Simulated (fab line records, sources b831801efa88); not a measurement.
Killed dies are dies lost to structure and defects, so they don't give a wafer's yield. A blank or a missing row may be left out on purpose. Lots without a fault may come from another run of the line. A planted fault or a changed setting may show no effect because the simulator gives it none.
fab line records | flow sky130
record lots=6 wafers=18 last_day=50
route steps=708 shown CAPM@538 METAL3@555 PAD_OPEN@708
lots that met no fault: from a run of the same line without faults
start_h: hours from the record's first day to the start of the lot's first wafer shown | wait_h: hours since the lot's step before | " the same as in the row above | L1.1+2: a row that stands for several wafers | - no value, or no start given | * or withheld: withheld | < > ~ a bound
route shown NAME@n: a module of which the file shows steps, and the number in the route of the first | usual: mean/standard deviation of fault-free wafers | same: alike in all rows | chamber/n: place in a boat | sites: the reading at each site | _std_site: their standard deviation | _edge_site: outer sites' mean less inner sites' | radius_mm: how far each site lies from the wafer's centre | mask NAME#n: copy n | behind: the tool/chamber that last shaped the wafer | hold: why the lot was held/for how many hours/how that ended | device: the transistor (n, p or np) that didn't switch | end of line: the same wafers' tests at the end of the route | a step without rows: its recipe alone | killed: dies lost to structure and defects at the first sort, not the wafer's yield | map: a wafer's dies, x killed, . not, _ none there
set.NAME: the setting as run; set.NAME@STEP: as run at that earlier step | model.NAME: the simulator's own value behind a step, which no gauge read
lots at some steps of the route; a table a step, a row a wafer
services: from which hour (start_h, from the record's first day; less than 0 if before it) a tool's chamber was out of use, for how many hours, and why
## steps
# step SKY_CAPM_THK_MEAS_01
# recipe reads=SiO2_of_CAPM_CVD_00
# usual CAPM_CVD_00_THK=15.46/0.23
# columns lot.wafer tool chamber start_h wait_h CAPM_CVD_00_THK[nm]
L762.2 film_metro-04 - 859.28 - 15.31
L762.4 " - " " 15.33
L762.6 " - " " 15.47
L775.1 film_metro-04 - 952.79 - 15.23
L775.4 " - " " 15.98
L775.6 " - " " 15.62
L777.1 film_metro-04 - 973.08 - 15.26
L777.4 " - " " 15.68
L777.5 " - " " 15.75
L778.3 film_metro-04 - 973.68 - 15.20
L778.4 " - " " 15.65
L778.5 " - " " 15.42
L780.2 film_metro-02 - 984.19 - 15.58
L780.4 " - " " 15.78
L780.5 " - " " 15.83
L782.1 film_metro-04 - 1000.66 - 15.04
L782.3 " - " " 15.05
L782.5 " - " " 15.64
# step SKY_CAPM_SPUTTER_02
# recipe material=TiN target_thk_nm=200 temp_c=300 power_w=6500 time_s=166.7 chamber_pressure_pa=0.4
# usual throttle_valve_pct=30.0/1.1
# columns lot.wafer tool chamber start_h wait_h throttle_valve_pct
L762.2 pvd_sputter-02 - 859.33 0.0 29.3
L762.4 " - " " 28.7
L762.6 " - " " 29.5
L775.1 pvd_sputter-02 - 952.85 0.1 30.1
L775.4 " - " " 29.6
L775.6 " - " " 32.3
L777.1 pvd_sputter-03 - 973.14 0.1 31.7
L777.4 " - " " 29.2
L777.5 " - " " 30.8
L778.3 pvd_sputter-02 - 973.72 0.0 32.0
L778.4 " - " " 29.3
L778.5 " - " " 30.3
L780.2 pvd_sputter-03 - 984.24 0.0 31.5
L780.4 " - " " 29.2
L780.5 " - " " 29.1
L782.1 pvd_sputter-03 - 1000.72 0.1 29.1
L782.3 " - " " 31.6
L782.5 " - " " 29.1
# step SKY_CAPM_RS_MEAS_03
# recipe thk_meas_gauge=four-point-probe reads=TiN_of_CAPM_SPUTTER_02
# usual CAPM_TIN_RS=6.89/0.085
# columns lot.wafer tool chamber start_h wait_h CAPM_TIN_RS[ohm/sq]
L762.2 film_metro-02 - 859.46 0.1 6.78
L762.4 " - " " 6.83
L762.6 " - " " 6.74
L775.1 film_metro-02 - 952.96 0.1 6.91
L775.4 " - " " 6.85
L775.6 " - " " 6.85
L777.1 film_metro-02 - 973.25 0.1 6.94
L777.4 " - " " 6.99
L777.5 " - " " 6.82
L778.3 film_metro-04 - 973.87 0.1 6.89
L778.4 " - " " 6.95
L778.5 " - " " 6.98
L780.2 film_metro-02 - 984.37 0.1 6.97
L780.4 " - " " 6.98
L780.5 " - " " 7.01
L782.1 film_metro-02 - 1000.83 0.1 6.93
L782.3 " - " " 6.85
L782.5 " - " " 6.91
# step SKY_CAPM_THK_MEAS_04
# recipe thk_meas_gauge=xrf reads=TiN_of_CAPM_SPUTTER_02
# usual CAPM_TIN_THK=202.8/2.7
# columns lot.wafer tool chamber start_h wait_h CAPM_TIN_THK[nm]
L762.2 film_metro-02 - 859.57 0.1 206.9
L762.4 " - " " 205.8
L762.6 " - " " 208.1
L775.1 film_metro-02 - 953.08 0.1 201.1
L775.4 " - " " 203.8
L775.6 " - " " 204.4
L777.1 film_metro-02 - 973.37 0.1 201.0
L777.4 " - " " 201.1
L777.5 " - " " 205.2
L778.3 film_metro-04 - 973.97 0.1 202.8
L778.4 " - " " 201.1
L778.5 " - " " 199.5
L780.2 film_metro-02 - 984.48 0.1 200.8
L780.4 " - " " 200.7
L780.5 " - " " 199.3
L782.1 film_metro-02 - 1000.95 0.1 201.1
L782.3 " - " " 203.9
L782.5 " - " " 201.8
# step SKY_CAPM_DEHYDRATE_05
# recipe temp_c=200 time_s=60
# step SKY_CAPM_HMDS_06
# recipe prime_time_s=60 prime_temp_c=120
# step SKY_CAPM_COAT_07
# recipe resist=NOVOLAK spin_rpm=3000 resist_thk_nm=1140
# step SKY_CAPM_SOFTBAKE_08
# recipe temp_c=90 time_s=60 resist=NOVOLAK
# step SKY_CAPM_EXPOSE_09
# recipe mask_id=CAPM na=0.6 source_shape=conventional sigma_outer=0.6 polarization=unpolarized target_cd_nm=1000 dose_mj=159
# step SKY_CAPM_PEB_10
# recipe temp_c=withheld time_s=* resist=NOVOLAK
# step SKY_CAPM_DEVELOP_11
# recipe resist=NOVOLAK developer=TMAH develop_time_s=60 dev_temp_c=23
# step SKY_CAPM_OVL_MEAS_12
# usual CAPM_OVL=-0.1/1.5
# columns lot.wafer tool chamber start_h wait_h CAPM_OVL[nm]
L762.2 overlay-02 - 885.12 0.1 0.6
L762.4 " - " " 0.1
L762.6 " - " " 1.5
L775.1 overlay-02 - 977.22 0.1 0.7
L775.4 " - " " 1.0
L775.6 " - " " 0.1
L777.1 overlay-02 - 997.31 0.1 -1.3
L777.4 " - " " -1.3
L777.5 " - " " -1.9
L778.3 overlay-02 - 998.18 0.1 -0.3
L778.4 " - " " 0.4
L778.5 " - " " -0.8
L780.2 overlay-02 - 1007.73 0.1 -2.1
L780.4 " - " " -1.9
L780.5 " - " " -2.1
L782.1 overlay-01 - 1024.01 0.1 -0.7
L782.3 " - " " -2.1
L782.5 " - " " -3.7
# step SKY_CAPM_METAL_ETCH_13
# recipe target_depth_nm=220 stop_on=SiO2 chemistry=Cl2/BCl3 target=TiN pressure_mtorr=10 icp_w=900 bias_w=48.5 Cl2_flow_sccm=60 bcl3_flow_sccm=30 time_s=62.9
# usual drypump_motor_current_A=5.79/0.19 oes_product_au=0.942/0.0081 run_length_s=90.9/0.37 throttle_valve_pct=21.900/0.0092
# columns lot.wafer tool chamber start_h wait_h drypump_motor_current_A oes_product_au rf_hours_counter_h run_length_s throttle_valve_pct model.NOVOLAK_of_CAPM_COAT_07.thk_nm model.SiO2_of_CAPM_CVD_00.thk_nm
L762.2 rie_metal-03 1 885.15 0.0 5.76 0.959 3 91.1 21.913 996.8 15.33
L762.4 " 1 " " 5.77 0.952 - 91.5 21.882 996.7 15.35
L762.6 " 1 " " 5.74 0.953 - 91.3 21.879 1000 15.51
L775.1 rie_metal-03 0 977.26 0.0 5.70 0.893 16 97.4 21.934 972.1 13
L775.4 " 0 " " 5.71 0.892 - 97.4 21.935 976.6 13.71
L775.6 " 0 " " 5.72 0.895 - 97.4 21.924 972.6 13.32
L777.1 rie_metal-03 1 997.34 0.0 5.74 0.888 8 97.2 21.941 976.8 13.09
L777.4 " 0 " " 5.71 0.886 - 97.7 21.934 972 13.49
L777.5 " 1 " " 5.73 0.894 - 97.7 21.929 973.6 13.56
L778.3 rie_metal-02 0 998.23 0.0 5.65 0.948 - 91.0 21.913 993.7 15.22
L778.4 " 1 " " 5.98 0.935 - 90.7 21.915 993.3 15.66
L778.5 " 1 " " 5.95 0.934 - 90.3 21.904 994.8 15.4
L780.2 rie_metal-02 1 1007.76 0.0 5.99 0.938 15 90.4 21.891 987 15.55
L780.4 " 1 " " 5.99 0.930 - 90.4 21.906 990.5 15.73
L780.5 " 0 " " 5.67 0.942 - 91.3 21.911 988.2 15.83
L782.1 rie_metal-02 1 1024.04 0.0 5.98 0.934 17 90.7 21.891 996.5 15.07
L782.3 " 1 " " 5.98 0.943 - 90.2 21.908 992.8 15.06
L782.5 " 0 " " 5.67 0.935 - 91.1 21.905 996.4 15.62
# step SKY_CAPM_STRIP_14
# recipe chemistry=O2/N2 power_w=1400 pressure_mtorr=1500 platen_temp_c=withheld o2_flow_sccm=3000 n2_flow_sccm=300 overash_fraction=0.5
# usual drypump_motor_current_A=5.4/0.45 oes_product_au=0.711/0.0046 strip_time_to_endpoint_s=12.67/0.045
# columns lot.wafer tool chamber start_h wait_h drypump_motor_current_A oes_product_au rf_hours_counter_h strip_time_to_endpoint_s
L762.2 plasma_asher-03 1 885.23 0.1 5.0 0.714 75 12.71
L762.4 " 0 " " 4.8 0.703 - 12.70
L762.6 " 1 " " 5.0 0.715 - 12.72
L775.1 plasma_asher-03 1 977.33 0.1 5.0 0.712 84 12.41
L775.4 " 1 " " 5.0 0.707 - 12.48
L775.6 " 0 " " 4.8 0.710 - 12.40
L777.1 plasma_asher-02 1 997.42 0.1 5.5 0.721 56 12.46
L777.4 " 1 " " 5.5 0.711 - 12.40
L777.5 " 1 " " 5.4 0.710 - 12.42
L778.3 plasma_asher-03 0 998.31 0.1 4.8 0.711 - 12.66
L778.4 " 1 " " 5.0 0.709 - 12.66
L778.5 " 1 " " 5.0 0.715 - 12.68
L780.2 plasma_asher-02 0 1007.83 0.1 6.1 0.711 56 12.58
L780.4 " 0 " " 6.1 0.714 - 12.61
L780.5 " 1 " " 5.4 0.710 - 12.59
L782.1 plasma_asher-03 0 1024.12 0.1 4.8 0.709 89 12.68
L782.3 " 1 " " 5.0 0.712 - 12.65
L782.5 " 0 " " 4.8 0.714 - 12.69
# step SKY_CAPM_STRIP_15
# recipe chemistry=post_etch_residue_remover time_s=1200 temp_c=72.5
# step SKY_CAPM_CLEAN_16
# recipe chemistry=IPA time_s=180 temp_c=25
# step SKY_CAPM_CLEAN_17
# recipe chemistry=O3/DIW dry=n2_spin
# step SKY_METAL3_DEHYDRATE_05
# recipe temp_c=200 time_s=60
# step SKY_METAL3_HMDS_06
# recipe prime_time_s=60 prime_temp_c=120
# step SKY_METAL3_COAT_07
# recipe resist=BARC temp_c=withheld time_s=withheld spin_rpm=3000 resist_thk_nm=60
# step SKY_METAL3_COAT_08
# recipe resist=KrF-thick spin_rpm=3000 resist_thk_nm=1140
# step SKY_METAL3_SOFTBAKE_09
# recipe temp_c=100 time_s=90 resist=KrF-thick
# step SKY_METAL3_EXPOSE_10
# recipe mask_id=MM3 na=0.68 source_shape=annular sigma_inner=0.4 sigma_outer=0.8 target_cd_nm=300 dose_mj=27.62
# step SKY_METAL3_PEB_11
# recipe peb_temp_c=withheld peb_time_s=withheld resist=KrF-thick
# step SKY_METAL3_DEVELOP_12
# recipe develop_time_s=60 resist=KrF-thick dev_temp_c=21
# step SKY_METAL3_CD_MEAS_13
# recipe target_cd_nm=300
# usual cd_nm=299.7/1.7
# columns lot.wafer tool chamber start_h wait_h cd_nm
L762.2 cd_sem-02 - 910.38 - 297.9
L762.4 " - " " 297.7
L762.6 " - " " 298.5
L775.1 cd_sem-02 - 1001.46 - 303.4
L775.4 " - " " 303.0
L775.6 " - " " 303.7
L777.1 cd_sem-01 - 1021.06 - 301.3
L777.4 " - " " 300.7
L777.5 " - " " 302.1
L778.3 cd_sem-02 - 1021.70 - 299.4
L778.4 " - " " 299.0
L778.5 " - " " 299.8
L780.2 cd_sem-02 - 1031.38 - 300.3
L780.4 " - " " 299.2
L780.5 " - " " 299.3
L782.1 cd_sem-02 - 1047.56 - 301.0
L782.3 " - " " 301.4
L782.5 " - " " 301.9
# step SKY_METAL3_OVL_MEAS_14
# usual METAL3_OVL=4/6.9
# columns lot.wafer tool chamber start_h wait_h METAL3_OVL[nm]
L762.2 overlay-02 - 910.49 0.1 5
L762.4 " - " " 5
L762.6 " - " " 4
L775.1 overlay-02 - 1001.58 0.1 8
L775.4 " - " " 1
L775.6 " - " " 3
L777.1 overlay-01 - 1021.18 0.1 -9
L777.4 " - " " -1
L777.5 " - " " -1
L778.3 overlay-02 - 1021.79 0.1 -2
L778.4 " - " " 0
L778.5 " - " " -5
L780.2 overlay-02 - 1031.48 0.1 7
L780.4 " - " " 2
L780.5 " - " " 7
L782.1 overlay-02 - 1047.68 0.1 7
L782.3 " - " " 8
L782.5 " - " " 11
# step SKY_METAL3_DESCUM_15
# recipe chemistry=O2 source_power_w=150 bias_power_w=0 pressure_mtorr=10 temp_c=40 time_s=8
# usual drypump_motor_current_A=5.9/0.35 oes_product_au=0.997/0.0086
# columns lot.wafer tool chamber start_h wait_h drypump_motor_current_A oes_product_au rf_hours_counter_h
L762.2 rie_metal-01 1 910.52 0.0 6.1 1.000 4
L762.4 " 1 " " 6.1 1.004 -
L762.6 " 0 " " 5.5 1.001 -
L775.1 rie_metal-04 1 1001.62 0.0 6.7 0.985 3
L775.4 " 0 " " 5.9 1.004 -
L775.6 " 1 " " 6.8 0.977 -
L777.1 rie_metal-04 1 1021.22 0.0 6.7 0.984 4
L777.4 " 1 " " 6.7 0.994 -
L777.5 " 0 " " 5.9 0.997 -
L778.3 rie_metal-01 0 1021.82 0.0 5.5 1.003 -
L778.4 " 1 " " 6.0 0.983 -
L778.5 " 1 " " 6.1 0.989 -
L780.2 rie_metal-01 1 1031.51 0.0 6.1 0.999 10
L780.4 " 1 " " 6.1 0.992 -
L780.5 " 0 " " 5.5 0.991 -
L782.1 rie_metal-02 0 1047.72 0.0 5.6 0.995 12
L782.3 " 1 " " 6.0 0.976 -
L782.5 " 1 " " 6.0 0.987 -
# step SKY_METAL3_ETCH_16
# recipe chemistry=N2/H2 target=BARC ion_energy_ev=200 bias_w=101.8 pressure_mtorr=30 n2_flow_sccm=100 h2_flow_sccm=200 icp_w=500 stop_on=SiO2 time_s=88.2 target_depth_a=600
# usual drypump_motor_current_A=5.9/0.35 oes_product_au=0.625/0.0043 run_length_s=116.3/0.68 throttle_valve_pct=13.206/0.0092
# columns lot.wafer tool chamber start_h wait_h drypump_motor_current_A oes_product_au rf_hours_counter_h run_length_s throttle_valve_pct model.SiO2_of_CAPM_CVD_00.thk_nm
L762.2 rie_metal-01 1 910.55 0.0 6.0 0.632 4 116.2 13.200 15.29
L762.4 " 1 " " 6.1 0.629 - 116.6 13.211 15.32
L762.6 " 0 " " 5.5 0.634 - 116.4 13.200 15.47
L775.1 rie_metal-04 1 1001.65 0.0 6.7 0.625 3 116.7 13.211 12.97
L775.4 " 0 " " 5.9 0.625 - 116.3 13.210 13.68
L775.6 " 1 " " 6.7 0.623 - 116.5 13.221 13.29
L777.1 rie_metal-04 1 1021.25 0.0 6.7 0.621 4 116.6 13.202 13.05
L777.4 " 1 " " 6.8 0.623 - 116.7 13.194 13.46
L777.5 " 0 " " 5.9 0.623 - 116.4 13.205 13.53
L778.3 rie_metal-01 0 1021.88 0.0 5.5 0.628 - 116.5 13.199 15.19
L778.4 " 1 " " 6.1 0.622 - 116.7 13.207 15.63
L778.5 " 1 " " 6.1 0.631 - 116.2 13.218 15.37
L780.2 rie_metal-01 1 1031.54 0.0 6.0 0.624 10 116.2 13.188 15.51
L780.4 " 1 " " 6.1 0.625 - 116.1 13.200 15.7
L780.5 " 0 " " 5.5 0.626 - 115.7 13.197 15.8
L782.1 rie_metal-02 0 1047.75 0.0 5.7 0.623 12 116.3 13.211 15.03
L782.3 " 1 " " 6.0 0.618 - 115.7 13.206 15.03
L782.5 " 1 " " 6.0 0.622 - 116.0 13.206 15.59
# step SKY_METAL3_ETCH_17
# recipe target=SiO2 stop_on=TiN chemistry=C4F8/O2/Ar source_w=1500 bias_w=1200 pressure_mtorr=40 c4f8_flow_sccm=withheld O2_flow_sccm=6 Ar_flow_sccm=300 time_s=3.9 target_depth_a=150
# usual oes_product_au=0.753/0.0067
# columns lot.wafer tool chamber start_h wait_h oes_product_au rf_hours_counter_h
L762.2 rie_diel-04 1 910.65 0.1 0.751 1
L762.4 " 2 " " 0.749 14
L762.6 " 3 " " 0.755 -
L775.1 rie_diel-04 1 1001.75 0.1 0.694 3
L775.4 " 2 " " 0.706 17
L775.6 " 3 " " 0.706 -
L777.1 rie_diel-04 0 1021.35 0.1 0.701 8
L777.4 " 1 " " 0.709 3
L777.5 " 0 " " 0.706 -
L778.3 rie_diel-03 0 1021.94 0.0 0.746 15
L778.4 " 3 " " 0.760 12
L778.5 " 1 " " 0.748 -
L780.2 rie_diel-04 2 1031.64 0.1 0.747 18
L780.4 " 1 " " 0.751 4
L780.5 " 2 " " 0.768 -
L782.1 rie_diel-04 3 1047.85 0.1 0.751 16
L782.3 " 0 " " 0.743 8
L782.5 " 2 " " 0.763 -
# step SKY_METAL3_METAL_ETCH_18
# recipe target_depth_a=8450 stop_on=SiO2 over_etch_frac=0.3 time_s=183.1 chemistry=Cl2/BCl3 resist_sidewall_deg=88 pressure_mtorr=10 icp_w=900 bias_w=48.5 Cl2_flow_sccm=60 bcl3_flow_sccm=30
# usual drypump_motor_current_A=6.0/0.4 oes_product_au=0.865/0.0055 run_length_s=211.2/0.43 throttle_valve_pct=22.264/0.0089
# columns lot.wafer tool chamber start_h wait_h drypump_motor_current_A oes_product_au rf_hours_counter_h run_length_s throttle_valve_pct
L762.2 rie_metal-02 0 910.67 0.0 5.7 0.864 4 211.5 22.262
L762.4 " 0 " " 5.7 0.860 - 211.9 22.253
L762.6 " 1 " " 6.0 0.864 - 210.7 22.270
L775.1 rie_metal-02 1 1001.77 0.0 6.0 0.871 15 210.8 22.272
L775.4 " 0 " " 5.6 0.873 - 211.2 22.271
L775.6 " 0 " " 5.7 0.870 - 211.3 22.261
L777.1 rie_metal-02 1 1021.37 0.0 6.0 0.850 16 210.5 22.274
L777.4 " 1 " " 6.0 0.863 - 210.4 22.262
L777.5 " 1 " " 6.0 0.858 - 210.7 22.265
L778.3 rie_metal-04 1 1022.02 0.1 6.7 0.873 - 211.9 22.278
L778.4 " 0 " " 5.9 0.872 - 211.3 22.242
L778.5 " 0 " " 5.9 0.875 - 211.6 22.255
L780.2 rie_metal-02 0 1031.66 0.0 5.7 0.857 11 211.8 22.258
L780.4 " 0 " " 5.6 0.859 - 211.5 22.269
L780.5 " 1 " " 6.0 0.858 - 210.6 22.264
L782.1 rie_metal-04 0 1047.87 0.0 5.9 0.865 19 211.3 22.262
L782.3 " 0 " " 5.9 0.865 - 211.6 22.268
L782.5 " 0 " " 5.9 0.856 - 211.3 22.264
# step SKY_PAD_OPEN_PROBE_99
# usual defect_limited_yield=82.6/2 killed_at_M0_to_M3=43/7.1 killed_at_M4_up=3.0/1.9 killed_at_contacts=24/5 killed_at_front_end=15/4.3 killed_at_other=0.3/0.5 killed_dies=85/9.6 killed_open=46/7.1 killed_short=39/6.8 sort_bin_3_pad_short=0.9/0.42 sort_bin_5_function=10.2/1.4 sort_bin_6_memory=6.3/1.2 sort_n_pass=407/9.6 sort_yield_pct=82.6/2
# same gross_dies=492 killed_at_back_side=0 sort_bin_4_leakage[%]=0 sort_bin_8_speed[%]=0
# columns lot.wafer tool chamber start_h wait_h defect_limited_yield[%] killed_at_M0_to_M3 killed_at_M4_up killed_at_contacts killed_at_front_end killed_at_other killed_dies killed_open killed_short sort_bin_3_pad_short[%] sort_bin_5_function[%] sort_bin_6_memory[%] sort_n_pass sort_yield_pct[%] model.etest.cap_mim.bv_v model.etest.cap_mim.leak_log10_a_cm2
L762.2 prober-02 - 1084.03 0.1 84.1 29 5 28 15 1 78 49 29 1.4 8.3 6.1 414 84.1 13.75 -9.181
L762.4 prober-02 - 1084.13 0.2 81.3 43 7 23 19 0 92 51 41 1.2 9.8 7.7 400 81.3 14.11 -9.051
L762.6 prober-02 - 1084.23 0.2 82.5 39 5 27 14 1 86 49 37 0.6 9.8 7.1 406 82.5 14.22 -8.869
L775.1 prober-02 - 1154.68 0.1 82.3 54 2 19 12 0 87 54 33 0.4 10.2 7.1 405 82.3 12.53 -8.607
L775.4 prober-02 - 1154.83 0.2 83.7 36 3 25 16 0 80 48 32 1.2 8.7 6.3 412 83.7 13.68 -8.75
L775.6 prober-02 - 1154.93 0.2 82.1 50 2 27 9 0 88 44 44 1.0 9.6 7.3 404 82.1 12.85 -8.525
L777.1 prober-01 - 1170.90 0.1 81.7 53 5 15 16 1 90 43 47 1.2 10.6 6.5 402 81.7 13.5 -8.592
L777.4 prober-01 - 1171.05 0.2 86.8 37 2 14 12 0 65 30 35 0.6 7.1 5.5 427 86.8 13.75 -8.786
L777.5 prober-01 - 1171.10 0.2 82.3 47 1 20 19 0 87 57 30 0.8 10.8 6.1 405 82.3 13.31 -8.755
L778.3 prober-02 - 1172.20 0.2 82.7 30 5 30 19 1 85 44 41 0 10.0 7.3 407 82.7 13.16 -8.838
L778.4 prober-02 - 1172.25 0.2 80.9 47 2 28 17 0 94 50 44 1.6 11.0 6.5 398 80.9 14.75 -9.127
L778.5 prober-02 - 1172.30 0.2 82.3 42 5 30 10 0 87 46 41 1.2 9.8 6.7 405 82.3 13.63 -8.941
L780.2 prober-01 - 1177.29 0.1 80.7 42 3 29 21 0 95 51 44 0.4 11.4 7.5 397 80.7 14.21 -9.008
L780.4 prober-01 - 1177.39 0.2 81.9 39 2 23 25 0 89 51 38 0.8 11.6 5.7 403 81.9 13.91 -8.943
L780.5 prober-01 - 1177.44 0.2 81.9 46 2 24 17 0 89 44 45 0.6 9.1 8.3 403 81.9 14.05 -8.972
L782.1 prober-01 - 1189.49 0.1 84.6 40 1 23 10 2 76 34 42 1.0 8.3 6.1 416 84.6 14.02 -8.991
L782.3 prober-01 - 1189.59 0.2 80.1 56 0 27 15 0 98 59 39 0.6 11.2 8.1 394 80.1 13.08 -8.92
L782.5 prober-01 - 1189.69 0.2 82.5 49 3 21 12 1 86 46 40 0.6 10.4 6.5 406 82.5 14.09 -9.001
# killed by level:class
L762.2 CONTACT:geometric_particle:open=14 LI_CONTACT:geometric_particle:open=8 VIA1:geometric_particle:open=7 POLY_GATE:geometric_particle:short=6 VIA2:geometric_particle:open=5 VIA3:geometric_particle:open=5 METAL1:geometric_particle:short=4 FIELD_ISO:geometric_particle:open=3
L762.4 LI_CONTACT:geometric_particle:open=9 VIA3:geometric_particle:open=9 VIA1:geometric_particle:open=9 POLY_GATE:geometric_particle:short=7 VIA2:geometric_particle:open=7 POLY_GATE:geometric_particle:open=6 METAL2:geometric_particle:short=6 METAL4:geometric_particle:short=5
L762.6 VIA1:geometric_particle:open=14 LI_CONTACT:geometric_particle:open=8 CONTACT:geometric_particle:open=8 VIA2:geometric_particle:open=7 CONTACT:geometric_particle:short=6 METAL1:geometric_particle:short=5 FIELD_ISO:geometric_particle:short=4 VIA3:geometric_particle:open=4
L775.1 VIA1:geometric_particle:open=17 CONTACT:geometric_particle:open=9 VIA3:geometric_particle:open=7 VIA2:geometric_particle:open=7 VIA1:geometric_particle:short=6 POLY_GATE:geometric_particle:open=5 POLY_GATE:geometric_particle:short=4 VIA2:geometric_particle:short=4
L775.4 VIA1:geometric_particle:open=12 CONTACT:geometric_particle:open=10 POLY_GATE:geometric_particle:open=5 LI_CONTACT:geometric_particle:open=5 LOCAL_INTERCONNECT:geometric_particle:short=5 VIA2:geometric_particle:open=5 METAL3:geometric_particle:short=5 METAL2:geometric_particle:short=4
L775.6 VIA1:geometric_particle:open=10 METAL1:geometric_particle:short=8 LI_CONTACT:geometric_particle:open=7 CONTACT:geometric_particle:short=7 METAL2:geometric_particle:short=7 CONTACT:geometric_particle:open=6 LOCAL_INTERCONNECT:geometric_particle:short=5 METAL2:geometric_particle:open=5
L777.1 VIA1:geometric_particle:open=13 METAL1:geometric_particle:short=9 CONTACT:geometric_particle:open=8 VIA1:geometric_particle:short=7 VIA2:geometric_particle:open=6 VIA3:geometric_particle:short=6 POLY_GATE:geometric_particle:short=5 LOCAL_INTERCONNECT:geometric_particle:short=5
L777.4 VIA1:geometric_particle:open=9 FIELD_ISO:geometric_particle:short=5 METAL2:geometric_particle:short=5 VIA1:geometric_particle:short=5 CONTACT:geometric_particle:open=4 METAL1:geometric_particle:open=4 LI_CONTACT:geometric_particle:open=3 CONTACT:geometric_particle:short=3
L777.5 VIA1:geometric_particle:open=15 CONTACT:geometric_particle:open=10 POLY_GATE:geometric_particle:open=9 METAL1:geometric_particle:short=8 VIA2:geometric_particle:open=8 VIA1:geometric_particle:short=6 FIELD_ISO:geometric_particle:open=5 VIA3:geometric_particle:open=5
L778.3 CONTACT:geometric_particle:open=12 METAL2:geometric_particle:short=8 FIELD_ISO:geometric_particle:short=7 LI_CONTACT:geometric_particle:open=6 FIELD_ISO:geometric_particle:open=5 CONTACT:geometric_particle:short=5 VIA2:geometric_particle:open=5 VIA3:geometric_particle:open=5
L778.4 CONTACT:geometric_particle:open=10 CONTACT:geometric_particle:short=7 POLY_GATE:geometric_particle:open=7 VIA1:geometric_particle:open=7 LOCAL_INTERCONNECT:geometric_particle:short=6 VIA2:geometric_particle:open=6 VIA3:geometric_particle:open=6 METAL2:geometric_particle:short=5
L778.5 CONTACT:geometric_particle:open=14 LI_CONTACT:geometric_particle:open=8 VIA1:geometric_particle:open=7 METAL2:geometric_particle:short=7 METAL1:geometric_particle:short=6 METAL4:geometric_particle:short=5 VIA2:geometric_particle:open=5 VIA3:geometric_particle:short=5
L780.2 CONTACT:geometric_particle:short=12 VIA1:geometric_particle:open=11 CONTACT:geometric_particle:open=9 VIA2:geometric_particle:open=8 POLY_GATE:geometric_particle:open=6 POLY_GATE:geometric_particle:short=6 METAL1:geometric_particle:short=5 VIA3:geometric_particle:open=5
L780.4 POLY_GATE:geometric_particle:open=9 POLY_GATE:geometric_particle:short=9 CONTACT:geometric_particle:open=9 LI_CONTACT:geometric_particle:open=7 VIA1:geometric_particle:short=6 VIA1:geometric_particle:open=6 VIA2:geometric_particle:open=6 VIA3:geometric_particle:open=6
L780.5 VIA1:geometric_particle:open=9 CONTACT:geometric_particle:open=9 METAL1:geometric_particle:short=7 CONTACT:geometric_particle:short=7 LI_CONTACT:geometric_particle:open=6 METAL2:geometric_particle:short=6 VIA1:geometric_particle:short=5 VIA3:geometric_particle:open=5
L782.1 CONTACT:geometric_particle:open=8 VIA2:geometric_particle:open=7 CONTACT:geometric_particle:short=6 VIA1:geometric_particle:open=6 LI_CONTACT:geometric_particle:short=5 METAL1:geometric_particle:short=5 VIA3:geometric_particle:open=5 METAL2:geometric_particle:short=5
L782.3 VIA1:geometric_particle:open=16 CONTACT:geometric_particle:open=13 VIA1:geometric_particle:short=9 METAL2:geometric_particle:short=7 VIA3:geometric_particle:open=7 LI_CONTACT:geometric_particle:open=6 VIA2:geometric_particle:open=6 POLY_GATE:geometric_particle:open=4
L782.5 VIA1:geometric_particle:open=10 VIA2:geometric_particle:open=9 METAL2:geometric_particle:short=7 VIA1:geometric_particle:short=6 CONTACT:geometric_particle:open=6 LI_CONTACT:geometric_particle:open=5 CONTACT:geometric_particle:short=5 VIA2:geometric_particle:short=5
## services
# columns tool chamber start_h hours kind
plasma_asher-03 - 835.87 1.7 repair
rie_metal-03 - 838.02 2.3 repair
rie_metal-02 - 844.04 2.3 repair
rie_metal-04 1 847.07 3.9 repair
pvd_sputter-02 3 855.94 - consumable_replace:kit
pvd_sputter-02 3 855.94 18.0 scheduled_down
pvd_sputter-02 3 855.94 18.0 vent_cycle
rie_diel-04 1 857.12 - clean
rie_diel-04 1 857.12 27.0 scheduled_down
rie_diel-04 1 857.12 27.0 vent_cycle
pvd_sputter-02 - 889.91 4.1 repair
rie_metal-04 - 903.89 1.4 pm
rie_metal-01 - 903.94 2.6 repair
rie_diel-03 2 910.91 4.1 repair
plasma_asher-02 - 912.96 0.8 repair
rie_metal-04 1 924.56 - clean
rie_metal-04 1 924.56 20.4 scheduled_down
rie_metal-04 1 924.56 20.4 vent_cycle
rie_metal-03 1 938.17 9.5 repair
rie_diel-03 0 956.65 2.4 repair
rie_diel-04 - 961.99 1.0 repair
plasma_asher-02 - 963.70 3.3 repair
rie_metal-03 - 980.54 1.4 pm
rie_diel-04 0 1038.97 2.7 repair
## key
first_sign step=SKY_CAPM_METAL_ETCH_13 reading=run_length_s direction=up sigmas=18 usual=* struck=*
effect step=SKY_CAPM_METAL_ETCH_13 reading=oes_product_au direction=down sigmas=6.2 usual=0.942 struck=0.891
effect step=SKY_CAPM_STRIP_14 reading=strip_time_to_endpoint_s direction=down sigmas=5.3 usual=* struck=*
effect step=SKY_METAL3_ETCH_17 reading=oes_product_au direction=down sigmas=7.4 usual=0.753 struck=0.704
model_effect step=SKY_CAPM_METAL_ETCH_13 value=NOVOLAK_of_CAPM_COAT_07.thk_nm without=988.9 struck=974
model_effect step=SKY_METAL3_ETCH_16 value=SiO2_of_CAPM_CVD_00.thk_nm without=15.57 struck=13.33
model_effect step=SKY_PAD_OPEN_PROBE_99 value=etest.cap_mim.bv_v without=13.87 struck=13.27
met_at SKY_CAPM_METAL_ETCH_13
struck_wafers L775.1,L775.4,L775.6,L777.1,L777.4,L777.5
onset_between 885.15 977.26
fault kind=process_parameter_drift tool=rie_metal-03 chamber=- onset_h=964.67 steps=SKY_CAPM_METAL_ETCH_13 channel=time_s offset=* shape=step end_h=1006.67 acts_in=* stated=*
